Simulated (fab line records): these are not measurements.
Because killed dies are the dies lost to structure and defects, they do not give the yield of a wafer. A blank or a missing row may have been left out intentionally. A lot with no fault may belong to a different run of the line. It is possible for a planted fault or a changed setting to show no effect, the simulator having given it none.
fab line records	flow sky130
record: lots: 5	wafers: 23
route steps=708 shown POLY_CUT@312 RES_XHIGH@334 SD_N@353 LI_CONTACT@362 LOCAL_INTERCONNECT@387
start_h: the number of hours between the record's first day and the start of the first shown wafer of the lot	wait_h: hours from the lot's prior step to this one	" repeats the value in the row above	L1.1+2: several wafers, shown together as one row	- no value present, or no start provided	* or withheld: withheld	< > ~ a bound
route shown NAME@n: a module of which the file shows steps, and the number in the route of the first	usual: the fault-free wafers' mean and standard deviation	same: alike in all rows	chamber/n: place in a boat	sites: each site's reading	_std_site: their standard deviation	_edge_site: outer sites' mean less inner sites'	radius_mm: how far each site lies from the wafer's centre	mask NAME#n: copy n	behind: the most recent tool/chamber to have shaped the wafer	hold: why the lot was held/for how many hours/how that ended	device: the transistor (n, p or np) that didn't switch	end of line: tests of these same wafers at the route's end	a step with no rows: only its recipe	killed: dies lost to structure and defects at the first sort, not the wafer's yield	map: the dies of a wafer, with x for killed, . for not killed, _ for no die there
set.NAME: the setting the step ran with; set.NAME@STEP: the setting that earlier step ran with	model.NAME: the simulator's own value behind a step, which no gauge read
lots run with intentionally changed settings; tables by step, rows by wafer
== steps ==
step: SKY_POLY_CUT_EXPOSE_05
recipe: mask_id: NPCM	na: 0.8	source_shape: annular	sigma_inner: 0.55	sigma_outer: 0.85	target_cd_nm: 270	dose_mj: 32
lot.wafer	tool	chamber	start_h	wait_h	mask	set.dose_mj
L074.2+4+5	krf_scanner-01	0	-	-	NPCM#0	32
L076.1+2+4	krf_scanner-01	0	-	-	NPCM#0	32
L076.5+6	"	0	"	"	NPCM#0	33.91
L081.1+2+3+5+6	krf_scanner-02	0	-	-	NPCM#0	32
L083.1+3+4	krf_scanner-02	0	-	-	NPCM#0	31.03
L083.2+6	"	0	"	"	NPCM#0	32
L085.1+5	krf_scanner-02	0	-	-	NPCM#0	32
L085.2+4+6	"	0	"	"	NPCM#0	30.94
step: SKY_POLY_CUT_PEB_06
recipe: peb_temp_c: withheld	peb_time_s: withheld	resist: KrF-thick
step: SKY_POLY_CUT_DEVELOP_07
recipe: develop_time_s: 60	resist: KrF-thick	dev_temp_c: 21
step: SKY_POLY_CUT_CD_MEAS_08
recipe: target_cd_nm: 270
usual: cd_nm: 269.9/1.4
lot.wafer	tool	chamber	start_h	wait_h	set.dose_mj@POLY_CUT_EXPOSE_05	cd_nm
L074.2	cd_sem-02	-	557.63	-	32	269.6
L074.4	"	-	"	"	32	268.6
L074.5	"	-	"	"	32	268.9
L076.1	cd_sem-02	-	578.21	-	32	271.7
L076.2	"	-	"	"	32	269.8
L076.4	"	-	"	"	32	271.1
L076.5	"	-	"	"	33.91	280.1
L076.6	"	-	"	"	33.91	281.8
L081.1	cd_sem-01	-	630.27	-	32	268.3
L081.2	"	-	"	"	32	271.0
L081.3	"	-	"	"	32	268.7
L081.5	"	-	"	"	32	268.2
L081.6	"	-	"	"	32	268.6
L083.1	cd_sem-02	-	636.21	-	31.03	261.4
L083.2	"	-	"	"	32	268.7
L083.3	"	-	"	"	31.03	261.2
L083.4	"	-	"	"	31.03	263.2
L083.6	"	-	"	"	32	269.2
L085.1	cd_sem-02	-	660.16	-	32	269.6
L085.2	"	-	"	"	30.94	264.3
L085.4	"	-	"	"	30.94	265.2
L085.5	"	-	"	"	32	270.9
L085.6	"	-	"	"	30.94	264.4
step: SKY_POLY_CUT_ETCH_10
recipe: chemistry: N2/H2	target: BARC	ion_energy_ev: 200	source_w: 500	bias_w: 100	pressure_mtorr: 30	n2_flow_sccm: 100	h2_flow_sccm: 200	stop_on: SiO2	time_s: 45.9	target_depth_a: 600
lot.wafer	tool	chamber	start_h	wait_h	set.dose_mj@POLY_CUT_EXPOSE_05	model.POLY_CUT.cd_nm
L074.2	rie_diel-03	2	557.77	0.0	32	269.6
L074.4	"	3	"	"	32	267.4
L074.5	"	1	"	"	32	269.4
L076.1	rie_diel-01	3	578.37	0.0	32	270.6
L076.2	"	1	"	"	32	269.1
L076.4	"	2	"	"	32	270
L076.5	"	1	"	"	33.91	279.4
L076.6	"	2	"	"	33.91	280.6
L081.1	rie_diel-04	0	630.43	0.0	32	268.9
L081.2	"	2	"	"	32	271.6
L081.3	"	1	"	"	32	269.4
L081.5	"	2	"	"	32	269.3
L081.6	"	3	"	"	32	270.2
L083.1	rie_diel-01	1	636.37	0.0	31.03	261
L083.2	"	0	"	"	32	268.4
L083.3	"	2	"	"	31.03	261.3
L083.4	"	0	"	"	31.03	263.3
L083.6	"	1	"	"	32	269.5
L085.1	rie_diel-01	1	660.32	0.0	32	269.9
L085.2	"	2	"	"	30.94	263.9
L085.4	"	0	"	"	30.94	263.8
L085.5	"	2	"	"	32	271
L085.6	"	3	"	"	30.94	264.4
step: SKY_RES_XHIGH_COAT_02
recipe: resist: NOVOLAK	spin_rpm: 3000	resist_thk_nm: 1140
lot.wafer	tool	chamber	start_h	wait_h	set.resist_thk_nm	model.NOVOLAK_of_RES_XHIGH_COAT_02.thk_nm
L074.2	litho_track-03	0	602.51	0.1	1140	1140
L074.4	"	0	"	"	1140	1141
L074.5	"	0	"	"	1140	1142
L076.1	litho_track-02	0	622.81	0.1	1099	1103
L076.2	"	0	"	"	1140	1146
L076.4	"	0	"	"	1099	1104
L076.5	"	0	"	"	1140	1148
L076.6	"	0	"	"	1140	1144
L081.1	litho_track-03	0	673.14	0.1	1103	1104
L081.2	"	0	"	"	1103	1106
L081.3	"	0	"	"	1140	1141
L081.5	"	0	"	"	1140	1138
L081.6	"	0	"	"	1140	1140
L083.1	litho_track-02	0	678.66	0.1	1180	1180
L083.2	"	0	"	"	1140	1141
L083.3	"	0	"	"	1180	1181
L083.4	"	0	"	"	1140	1143
L083.6	"	0	"	"	1140	1137
L085.1	litho_track-03	0	701.89	0.1	1193	1194
L085.2+4	"	0	"	"	1193	1193
L085.5	"	0	"	"	1140	1138
L085.6	"	0	"	"	1140	1144
step: SKY_RES_XHIGH_DEVELOP_06
recipe: resist: NOVOLAK	developer: TMAH	develop_time_s: 60	dev_temp_c: 23
lot.wafer	tool	chamber	start_h	wait_h	set.dev_temp_c
L074.2+4+5	litho_track-03	0	617.66	0.1	23
L076.1+5	litho_track-04	0	637.87	0.1	24.29
L076.2+4+6	"	0	"	"	23
L081.1+5+6	litho_track-03	0	686.54	0.1	21.9
L081.2+3	"	0	"	"	23
L083.1+2+4	litho_track-04	0	692.52	0.1	23
L083.3+6	"	0	"	"	25.28
L085.1+6	litho_track-04	0	715.62	0.1	23
L085.2+4+5	"	0	"	"	21.12
step: SKY_RES_XHIGH_IMPLANT_07
recipe: species: BF2	energy_kev: 20	dose_cm2: 3.6e+14	tilt_deg: 0
step: SKY_RES_XHIGH_STRIP_08
recipe: chemistry: O2/N2	power_w: 1400	pressure_mtorr: 1500	platen_temp_c: withheld	o2_flow_sccm: 3000	n2_flow_sccm: 300	overash_fraction: 0.5
usual: strip_time_to_endpoint_s: 14.28/0.043
lot.wafer	tool	chamber	start_h	wait_h	set.resist_thk_nm@RES_XHIGH_COAT_02	strip_time_to_endpoint_s
L074.2	plasma_asher-04	1	617.94	0.1	1140	14.27
L074.4	"	0	"	"	1140	14.29
L074.5	"	1	"	"	1140	14.31
L076.1	plasma_asher-03	1	638.17	0.1	1099	13.84
L076.2	"	0	"	"	1140	14.35
L076.4	"	1	"	"	1099	13.87
L076.5	"	1	"	"	1140	14.35
L076.6	"	0	"	"	1140	14.30
L081.1	plasma_asher-04	0	686.84	0.1	1103	13.84
L081.2	"	1	"	"	1103	13.86
L081.3	"	1	"	"	1140	14.28
L081.5	"	1	"	"	1140	14.24
L081.6	"	0	"	"	1140	14.26
L083.1	plasma_asher-03	1	692.82	0.1	1180	14.73
L083.2	"	0	"	"	1140	14.29
L083.3	"	1	"	"	1180	14.74
L083.4	"	0	"	"	1140	14.31
L083.6	"	0	"	"	1140	14.24
L085.1	plasma_asher-01	0	715.92	0.1	1193	14.88
L085.2	"	1	"	"	1193	14.87
L085.4	"	1	"	"	1193	14.83
L085.5	"	1	"	"	1140	14.26
L085.6	"	0	"	"	1140	14.31
step: SKY_SD_N_STRIP_11
recipe: chemistry: O2/N2	power_w: 1400	pressure_mtorr: 1500	platen_temp_c: withheld	o2_flow_sccm: 3000	n2_flow_sccm: 300	overash_fraction: 0.5
usual: oes_product_au: 0.527/0.0045	strip_time_to_endpoint_s: 22.64/0.034
lot.wafer	tool	chamber	start_h	wait_h	set.power_w	oes_product_au	strip_time_to_endpoint_s
L074.2	plasma_asher-02	1	647.53	0.1	1400	0.526	22.62
L074.4	"	1	"	"	1400	0.524	22.66
L074.5	"	0	"	"	1400	0.521	22.62
L076.1	plasma_asher-03	1	667.48	0.1	1400	0.522	22.66
L076.2	"	0	"	"	1400	0.526	22.67
L076.4	"	1	"	"	1400	0.525	22.67
L076.5	"	0	"	"	1400	0.523	22.67
L076.6	"	1	"	"	1400	0.519	22.66
L081.1	plasma_asher-03	0	715.12	0.1	1400	0.525	22.63
L081.2	"	1	"	"	1451	0.537	21.89
L081.3	"	0	"	"	1400	0.531	22.57
L081.5	"	1	"	"	1451	0.536	21.94
L081.6	"	0	"	"	1400	0.525	22.62
L083.1	plasma_asher-02	0	720.58	0.1	1400	0.535	22.68
L083.2	"	1	"	"	1400	0.538	22.63
L083.3	"	0	"	"	1400	0.525	22.68
L083.4	"	1	"	"	1400	0.533	22.64
L083.6	"	0	"	"	1400	0.532	22.69
L085.1	plasma_asher-04	0	743.72	0.1	1532	0.550	21.13
L085.2	"	1	"	"	1400	0.535	22.69
L085.4	"	0	"	"	1532	0.551	21.09
L085.5	"	0	"	"	1400	0.531	22.71
L085.6	"	1	"	"	1532	0.551	21.08
step: SKY_LI_CONTACT_HDPCVD_00
recipe: material: PSG	target_thk_nm: 930	sigma_open_frac: 0.3	time_s: 155	temp_c: 600	sih4_flow_sccm: 60	pressure_mtorr: 6
lot.wafer	tool	chamber	start_h	wait_h	set.time_s	model.PSG_of_LI_CONTACT_HDPCVD_00.thk_nm
L074.2	hdpcvd-02	0	648.30	0.0	155	928.5
L074.4	"	0	"	"	155	922.2
L074.5	"	2	"	"	155	921.7
L076.1	hdpcvd-02	1	668.34	0.0	170.9	1035
L076.2	"	0	"	"	155	933.6
L076.4	"	0	"	"	170.9	1028
L076.5	"	1	"	"	155	930.8
L076.6	"	2	"	"	170.9	1024
L081.1	hdpcvd-02	1	715.88	0.0	155	925.7
L081.2	"	0	"	"	162	971.2
L081.3+5	"	2,1	"	"	162	965.3
L081.6	"	0	"	"	155	929.1
L083.1	hdpcvd-02	1	721.34	0.0	155	927.7
L083.2	"	0	"	"	132.6	807.8
L083.3	"	2	"	"	155	925.9
L083.4	"	0	"	"	155	935.3
L083.6	"	1	"	"	132.6	793.1
L085.1	hdpcvd-01	2	744.52	0.0	155	931.8
L085.2	"	1	"	"	155	919.4
L085.4	"	1	"	"	155	923.4
L085.5	"	0	"	"	155	934.7
L085.6	"	2	"	"	155	924.1
step: SKY_LI_CONTACT_THK_MEAS_01
recipe: reads: PSG_of_LI_CONTACT_HDPCVD_00
usual: LI_CONTACT_HDPCVD_THK: 930/7.9
lot.wafer	tool	chamber	start_h	wait_h	set.time_s@LI_CONTACT_HDPCVD_00	LI_CONTACT_HDPCVD_THK[nm]
L074.2	film_metro-04	-	648.41	0.1	155	928
L074.4	"	-	"	"	155	921
L074.5	"	-	"	"	155	922
L076.1	film_metro-01	-	668.44	0.1	170.9	1035
L076.2	"	-	"	"	155	934
L076.4	"	-	"	"	170.9	1028
L076.5	"	-	"	"	155	931
L076.6	"	-	"	"	170.9	1024
L081.1	film_metro-02	-	715.98	0.1	155	925
L081.2	"	-	"	"	162	972
L081.3	"	-	"	"	162	966
L081.5	"	-	"	"	162	965
L081.6	"	-	"	"	155	928
L083.1	film_metro-01	-	721.44	0.1	155	927
L083.2	"	-	"	"	132.6	808
L083.3	"	-	"	"	155	926
L083.4	"	-	"	"	155	936
L083.6	"	-	"	"	132.6	793
L085.1	film_metro-04	-	744.62	0.1	155	932
L085.2	"	-	"	"	155	919
L085.4	"	-	"	"	155	924
L085.5	"	-	"	"	155	934
L085.6	"	-	"	"	155	924
step: SKY_LI_CONTACT_CMP_02
recipe: material: PSG	down_force_psi: 4	platen_rpm: 60	pad_velocity_m_s: 0.94248
usual: time_to_endpoint_s: 35/3.4
lot.wafer	tool	chamber	start_h	wait_h	set.time_s@LI_CONTACT_HDPCVD_00	time_to_endpoint_s
L074.4	cmp-02	3	648.46	0.0	155	37
L074.2	"	0	"	"	155	35
L074.5	"	3	"	"	155	36
L076.4	cmp-01	0	668.55	0.1	170.9	47
L076.1	"	1	"	"	170.9	52
L076.2	"	2	"	"	155	35
L076.6	"	3	"	"	170.9	49
L076.5	"	0	"	"	155	37
L081.3	cmp-02	3	716.04	0.0	162	41
L081.1	"	0	"	"	155	34
L081.2	"	1	"	"	162	34
L081.5	"	3	"	"	162	40
L081.6	"	0	"	"	155	34
L083.2	cmp-02	3	721.50	0.0	132.6	26
L083.4	"	0	"	"	155	34
L083.1	"	1	"	"	155	32
L083.3	"	2	"	"	155	32
L083.6	"	0	"	"	132.6	21
L085.4	cmp-02	3	744.73	0.1	155	37
L085.1	"	0	"	"	155	35
L085.2	"	1	"	"	155	31
L085.6	"	2	"	"	155	32
L085.5	"	3	"	"	155	35
step: SKY_LI_CONTACT_COAT_07
recipe: resist: KrF-thick	spin_rpm: 3000	resist_thk_nm: 450
lot.wafer	tool	chamber	start_h	wait_h	set.spin_rpm	model.KrF-thick_of_LI_CONTACT_COAT_07.thk_nm
L074.2	litho_track-04	0	-	-	3000	449.9
L074.4	"	0	"	"	3000	450.3
L074.5	"	0	"	"	3000	449.4
L076.1	litho_track-04	0	-	-	3142	440.6
L076.2	"	0	"	"	3000	450.1
L076.4	"	0	"	"	3142	440
L076.5	"	0	"	"	3142	440.4
L076.6	"	0	"	"	3000	451.6
L081.1	litho_track-04	0	-	-	3000	448.1
L081.2	"	0	"	"	3000	448.8
L081.3	"	0	"	"	3062	442.8
L081.5	"	0	"	"	3062	445.8
L081.6	"	0	"	"	3000	449.8
L083.1	litho_track-01	0	-	-	3000	450.7
L083.2	"	0	"	"	3000	450.3
L083.3	"	0	"	"	3000	450.1
L083.4	"	0	"	"	3000	450.9
L083.6	"	0	"	"	3000	451.1
L085.1	litho_track-01	0	-	-	3000	449.9
L085.2	"	0	"	"	3173	437
L085.4	"	0	"	"	3173	437.4
L085.5	"	0	"	"	3000	450.4
L085.6	"	0	"	"	3173	436.8
step: SKY_LI_CONTACT_SOFTBAKE_08
recipe: temp_c: 99.12	time_s: 90	resist: KrF-thick
step: SKY_LI_CONTACT_EXPOSE_09
recipe: mask_id: LICM1	na: 0.8	source_shape: annular	sigma_inner: 0.55	sigma_outer: 0.85	target_cd_nm: 170	dose_mj: 38
step: SKY_LI_CONTACT_ETCH_14
recipe: chemistry: N2/H2	target: BARC	ion_energy_ev: 200	source_w: 500	bias_w: 100	pressure_mtorr: 30	n2_flow_sccm: 100	h2_flow_sccm: 200	stop_on: SiO2	time_s: 45.9	target_depth_a: 600
lot.wafer	tool	chamber	start_h	wait_h	set.spin_rpm@LI_CONTACT_COAT_07	model.KrF-thick_of_LI_CONTACT_COAT_07.thk_nm
L074.2	rie_diel-02	0	677.63	0.0	3000	391.3
L074.4	"	3	"	"	3000	391.7
L074.5	"	0	"	"	3000	391.4
L076.1	rie_diel-03	3	697.12	0.0	3142	382.9
L076.2	"	1	"	"	3000	391.9
L076.4	"	2	"	"	3142	382.6
L076.5	"	0	"	"	3142	383.5
L076.6	"	1	"	"	3000	393.6
L081.1	rie_diel-03	2	743.92	0.0	3000	391.1
L081.2	"	1	"	"	3000	390.6
L081.3	"	0	"	"	3062	386.2
L081.5	"	3	"	"	3062	388.2
L081.6	"	2	"	"	3000	393.2
L083.1	rie_diel-01	3	748.92	0.0	3000	392.7
L083.2	"	0	"	"	3000	393.3
L083.3	"	1	"	"	3000	392.6
L083.4	"	2	"	"	3000	392.4
L083.6	"	2	"	"	3000	392.8
L085.1	rie_diel-02	1	772.17	0.0	3000	391.3
L085.2	"	3	"	"	3173	378.7
L085.4	"	0	"	"	3173	379.2
L085.5	"	1	"	"	3000	391.9
L085.6	"	2	"	"	3173	378.8
step: SKY_LI_CONTACT_ETCH_15
recipe: target: PSG	chemistry: C4F8/O2/Ar	stop_on: Si	taper_deg: 4.15	mask_material: KrF-thick	source_w: 1500	bias_w: 1200	pressure_mtorr: 40	c4f8_flow_sccm: withheld	O2_flow_sccm: 6	Ar_flow_sccm: 300	time_s: withheld	target_depth_a: 6000
lot.wafer	tool	chamber	start_h	wait_h	set.spin_rpm@LI_CONTACT_COAT_07	model.KrF-thick_of_LI_CONTACT_COAT_07.thk_nm
L074.2	rie_diel-02	0	677.67	0.0	3000	224.2
L074.4	"	3	"	"	3000	225.7
L074.5	"	0	"	"	3000	223.5
L076.1	rie_diel-03	3	697.16	0.0	3142	217.8
L076.2	"	1	"	"	3000	227.1
L076.4	"	2	"	"	3142	221.7
L076.5	"	0	"	"	3142	221.4
L076.6	"	1	"	"	3000	227.8
L081.1	rie_diel-03	2	743.96	0.0	3000	231.4
L081.2	"	1	"	"	3000	223.7
L081.3	"	0	"	"	3062	226
L081.5	"	3	"	"	3062	222.3
L081.6	"	2	"	"	3000	231
L083.1	rie_diel-01	3	748.96	0.0	3000	227.1
L083.2	"	0	"	"	3000	232.1
L083.3	"	1	"	"	3000	229.7
L083.4	"	2	"	"	3000	225.7
L083.6	"	2	"	"	3000	226.9
L085.1	rie_diel-02	1	772.21	0.0	3000	224.4
L085.2	"	3	"	"	3173	209.9
L085.4	"	0	"	"	3173	212.6
L085.5	"	1	"	"	3000	224.6
L085.6	"	2	"	"	3173	212.7
step: SKY_LI_CONTACT_SPUTTER_19
recipe: material: Ti	target_thk_nm: 20	chamber_pressure_pa: 5	power_w: 2500	substrate_temp_c: 200	time_s: 106.37
lot.wafer	tool	chamber	start_h	wait_h	set.power_w	model.Ti_of_LI_CONTACT_SPUTTER_19.thk_nm
L074.2	pvd_sputter-03	-	678.05	0.0	2500	20.54
L074.4	"	-	"	"	2500	20.65
L074.5	"	-	"	"	2500	20.23
L076.1	pvd_sputter-04	-	697.54	0.0	2748	21.91
L076.2	"	-	"	"	2500	19.67
L076.4	"	-	"	"	2500	19.92
L076.5	"	-	"	"	2500	20.03
L076.6	"	-	"	"	2748	21.84
L081.1	pvd_sputter-04	-	744.34	0.0	2500	19.97
L081.2	"	-	"	"	2392	19.05
L081.3	"	-	"	"	2500	19.77
L081.5	"	-	"	"	2500	19.87
L081.6	"	-	"	"	2392	18.8
L083.1	pvd_sputter-04	-	749.34	0.0	2500	19.59
L083.2	"	-	"	"	2500	20.03
L083.3	"	-	"	"	2500	19.91
L083.4	"	-	"	"	2500	19.94
L083.6	"	-	"	"	2500	20.02
L085.1	pvd_sputter-02	-	772.59	0.0	2500	20.05
L085.2	"	-	"	"	2616	21.18
L085.4	"	-	"	"	2500	19.92
L085.5	"	-	"	"	2500	19.94
L085.6	"	-	"	"	2616	21.23
step: SKY_LOCAL_INTERCONNECT_SPUTTER_00
recipe: material: TiN	target_thk_nm: 100	temp_c: 300	power_w: 6500	time_s: 83.3	chamber_pressure_pa: 0.4
lot.wafer	tool	chamber	start_h	wait_h	set.power_w	model.TiN_of_LOCAL_INTERCONNECT_SPUTTER_00.thk_nm
L074.2	pvd_sputter-02	-	678.94	0.1	6500	98.35
L074.4	"	-	"	"	6500	100.2
L074.5	"	-	"	"	6500	99.88
L076.1	pvd_sputter-02	-	698.28	0.1	6500	99.38
L076.2	"	-	"	"	6500	100.5
L076.4	"	-	"	"	6500	96.77
L076.5	"	-	"	"	6500	98.64
L076.6	"	-	"	"	6500	101.1
L081.1	pvd_sputter-01	-	745.28	0.1	6156	94.45
L081.2	"	-	"	"	6156	94.57
L081.3	"	-	"	"	6500	100.5
L081.5	"	-	"	"	6156	94.6
L081.6	"	-	"	"	6500	100.3
L083.1	pvd_sputter-01	-	750.12	0.1	6783	103.1
L083.2	"	-	"	"	6783	104.3
L083.3	"	-	"	"	6783	104.2
L083.4	"	-	"	"	6500	99.55
L083.6	"	-	"	"	6500	99.25
L085.1	pvd_sputter-03	-	773.33	0.2	6814	104.6
L085.2	"	-	"	"	6500	99.04
L085.4	"	-	"	"	6500	101.2
L085.5	"	-	"	"	6814	105.9
L085.6	"	-	"	"	6814	105.1
step: SKY_LOCAL_INTERCONNECT_RS_MEAS_01
recipe: thk_meas_gauge: four-point-probe	reads: TiN_of_LOCAL_INTERCONNECT_SPUTTER_00
usual: LOCAL_INTERCONNECT_TIN_RS: 14.12/0.16
lot.wafer	tool	chamber	start_h	wait_h	set.power_w@LOCAL_INTERCONNECT_SPUTTER_00	LOCAL_INTERCONNECT_TIN_RS[ohm/sq]
L074.2	film_metro-03	-	679.02	0.1	6500	14.40
L074.4	"	-	"	"	6500	14.10
L074.5	"	-	"	"	6500	14.15
L076.1	film_metro-02	-	698.34	0.0	6500	14.26
L076.2	"	-	"	"	6500	14.06
L076.4	"	-	"	"	6500	14.64
L076.5	"	-	"	"	6500	14.35
L076.6	"	-	"	"	6500	13.98
L081.1	film_metro-03	-	745.34	0.0	6156	14.99
L081.2	"	-	"	"	6156	14.99
L081.3	"	-	"	"	6500	14.10
L081.5	"	-	"	"	6156	14.96
L081.6	"	-	"	"	6500	14.11
L083.1	film_metro-03	-	750.18	0.0	6783	13.68
L083.2	"	-	"	"	6783	13.54
L083.3	"	-	"	"	6783	13.56
L083.4	"	-	"	"	6500	14.19
L083.6	"	-	"	"	6500	14.28
L085.1	film_metro-03	-	773.39	0.0	6814	13.49
L085.2	"	-	"	"	6500	14.27
L085.4	"	-	"	"	6500	13.96
L085.5	"	-	"	"	6814	13.31
L085.6	"	-	"	"	6814	13.43
step: SKY_LOCAL_INTERCONNECT_THK_MEAS_02
recipe: thk_meas_gauge: xrf	reads: TiN_of_LOCAL_INTERCONNECT_SPUTTER_00
usual: LOCAL_INTERCONNECT_TIN_THK: 100.9/1.1
lot.wafer	tool	chamber	start_h	wait_h	set.power_w@LOCAL_INTERCONNECT_SPUTTER_00	LOCAL_INTERCONNECT_TIN_THK[nm]
L074.2	film_metro-03	-	679.13	0.1	6500	99.4
L074.4	"	-	"	"	6500	101.2
L074.5	"	-	"	"	6500	100.6
L076.1	film_metro-02	-	698.46	0.1	6500	100.3
L076.2	"	-	"	"	6500	102.0
L076.4	"	-	"	"	6500	97.9
L076.5	"	-	"	"	6500	99.9
L076.6	"	-	"	"	6500	102.2
L081.1	film_metro-03	-	745.46	0.1	6156	94.6
L081.2	"	-	"	"	6156	95.4
L081.3	"	-	"	"	6500	101.5
L081.5	"	-	"	"	6156	95.9
L081.6	"	-	"	"	6500	101.3
L083.1	film_metro-03	-	750.30	0.1	6783	104.2
L083.2	"	-	"	"	6783	105.0
L083.3	"	-	"	"	6783	104.9
L083.4	"	-	"	"	6500	100.6
L083.6	"	-	"	"	6500	100.1
L085.1	film_metro-03	-	773.51	0.1	6814	105.0
L085.2	"	-	"	"	6500	99.3
L085.4	"	-	"	"	6500	101.5
L085.5	"	-	"	"	6814	106.5
L085.6	"	-	"	"	6814	105.7
== key ==
split: step: SKY_POLY_CUT_EXPOSE_05	setting: dose_mj	stated: 32	by: wafer
response: step: SKY_POLY_CUT_CD_MEAS_08	reading: cd_nm	change: +1.8	per: 1%	r: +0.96
response: step: SKY_POLY_CUT_ETCH_10	reading: model.POLY_CUT.cd_nm	change: +1.85	per: 1%	r: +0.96
split: step: SKY_RES_XHIGH_COAT_02	setting: resist_thk_nm	stated: 1140	by: wafer
response: step: SKY_RES_XHIGH_COAT_02	reading: model.NOVOLAK_of_RES_XHIGH_COAT_02.thk_nm	change: +11.3	per: 1%	r: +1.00
response: step: SKY_RES_XHIGH_STRIP_08	reading: strip_time_to_endpoint_s	change: *	per: 1%	r: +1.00
split: step: SKY_RES_XHIGH_DEVELOP_06	setting: dev_temp_c	stated: 23	by: wafer
response none clear
split: step: SKY_SD_N_STRIP_11	setting: power_w	stated: 1400	by: wafer
response: step: SKY_SD_N_STRIP_11	reading: oes_product_au	change: +0.00197	per: 1%	r: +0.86
response: step: SKY_SD_N_STRIP_11	reading: strip_time_to_endpoint_s	change: *	per: 1%	r: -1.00
split: step: SKY_LI_CONTACT_HDPCVD_00	setting: time_s	stated: 155	by: wafer
response: step: SKY_LI_CONTACT_HDPCVD_00	reading: model.PSG_of_LI_CONTACT_HDPCVD_00.thk_nm	change: +9.1	per: 1%	r: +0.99
response: step: SKY_LI_CONTACT_THK_MEAS_01	reading: LI_CONTACT_HDPCVD_THK	change: +9.1	per: 1%	r: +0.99
response: step: SKY_LI_CONTACT_CMP_02	reading: time_to_endpoint_s	change: *	per: 1%	r: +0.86
split: step: SKY_LI_CONTACT_COAT_07	setting: spin_rpm	stated: 3000	by: wafer
response: step: SKY_LI_CONTACT_COAT_07	reading: model.KrF-thick_of_LI_CONTACT_COAT_07.thk_nm	change: -2.24	per: 1%	r: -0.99
response: step: SKY_LI_CONTACT_ETCH_14	reading: model.KrF-thick_of_LI_CONTACT_COAT_07.thk_nm	change: -2.15	per: 1%	r: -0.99
response: step: SKY_LI_CONTACT_ETCH_15	reading: model.KrF-thick_of_LI_CONTACT_COAT_07.thk_nm	change: -1.95	per: 1%	r: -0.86
split: step: SKY_LI_CONTACT_SPUTTER_19	setting: power_w	stated: 2500	by: wafer
response: step: SKY_LI_CONTACT_SPUTTER_19	reading: model.Ti_of_LI_CONTACT_SPUTTER_19.thk_nm	change: +0.214	per: 1%	r: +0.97
split: step: SKY_LOCAL_INTERCONNECT_SPUTTER_00	setting: power_w	stated: 6500	by: wafer
response: step: SKY_LOCAL_INTERCONNECT_SPUTTER_00	reading: model.TiN_of_LOCAL_INTERCONNECT_SPUTTER_00.thk_nm	change: +1.07	per: 1%	r: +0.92
response: step: SKY_LOCAL_INTERCONNECT_RS_MEAS_01	reading: LOCAL_INTERCONNECT_TIN_RS	change: -0.154	per: 1%	r: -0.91
response: step: SKY_LOCAL_INTERCONNECT_THK_MEAS_02	reading: LOCAL_INTERCONNECT_TIN_THK	change: +1.1	per: 1%	r: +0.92
